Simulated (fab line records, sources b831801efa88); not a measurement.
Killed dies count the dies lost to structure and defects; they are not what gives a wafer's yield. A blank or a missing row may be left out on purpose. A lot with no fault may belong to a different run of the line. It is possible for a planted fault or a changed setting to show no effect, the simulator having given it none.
Chamber matching || flow gf180mcu || GF_CONTACT_CVD_02 on pecvd-02: 3 sister chambers
The step deposits SiO2 from TEOS, target thk 860 nm, time 95.992 s. 6 wafers are shown with their chamber, then 8 later ones without.

WAFERS PAIRED WITH THEIR CHAMBERS
{"wafer": "L084.4", "chamber": 2, "heater_power_w (W)": 1014, "rf_fwd_power_W (W)": 593.9}
{"wafer": "L084.6", "chamber": 0, "heater_power_w (W)": 598, "rf_fwd_power_W (W)": 593.7}
{"wafer": "L085.1", "chamber": 1, "heater_power_w (W)": 659, "rf_fwd_power_W (W)": 596.8}
{"wafer": "L085.2", "chamber": 2, "heater_power_w (W)": 996, "rf_fwd_power_W (W)": 595.2}
{"wafer": "L085.6", "chamber": 1, "heater_power_w (W)": 698, "rf_fwd_power_W (W)": 599.5}
{"wafer": "L089.2", "chamber": 0, "heater_power_w (W)": 612, "rf_fwd_power_W (W)": 594.2}

WAFERS WITHOUT THEIR CHAMBER
{"wafer": "L089.3", "heater_power_w (W)": 642, "rf_fwd_power_W (W)": 594.3}
{"wafer": "L089.4", "heater_power_w (W)": 659, "rf_fwd_power_W (W)": 594.6}
{"wafer": "L092.1", "heater_power_w (W)": 624, "rf_fwd_power_W (W)": 593.3}
{"wafer": "L092.2", "heater_power_w (W)": 694, "rf_fwd_power_W (W)": 598.8}
{"wafer": "L092.5", "heater_power_w (W)": 849, "rf_fwd_power_W (W)": 592.7}
{"wafer": "L094.1", "heater_power_w (W)": 939, "rf_fwd_power_W (W)": 598.0}
{"wafer": "L094.5", "heater_power_w (W)": 623, "rf_fwd_power_W (W)": 591.2}
{"wafer": "L094.6", "heater_power_w (W)": 544, "rf_fwd_power_W (W)": 596.2}

EACH ONE'S CHAMBER
{"wafer": "L089.3", "from the rows above": "can't be placed: 0 or 1", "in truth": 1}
{"wafer": "L089.4", "from the rows above": "can't be placed: 0 or 1", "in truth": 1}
{"wafer": "L092.1", "from the rows above": 0, "in truth": 0}
{"wafer": "L092.2", "from the rows above": 1, "in truth": 1}
{"wafer": "L092.5", "from the rows above": "can't be placed: 2 or 1", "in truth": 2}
{"wafer": "L094.1", "from the rows above": 2, "in truth": 2}
{"wafer": "L094.5", "from the rows above": 0, "in truth": 0}
{"wafer": "L094.6", "from the rows above": 0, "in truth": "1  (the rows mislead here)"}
Correctly placed: 4 of 8. Can't be placed from these rows: 3 (the true chamber is among the candidates in 3). Number placed wrongly: 1.
How it was worked out, from the rows above alone: a wafer's distance from a chamber is the root of the sum, over the readings, of the square of ((its reading less the chamber's mean) divided by the reading's scatter). The wafer belongs to the nearest chamber; if the next one is less than 2 further off, it can't be placed. For every chamber, the mean is computed from those of its wafers that are shown. The scatter: take each reading less its chamber's mean, square it, sum over the shown wafers, divide by the number of wafers less the number of chambers, and take the root.
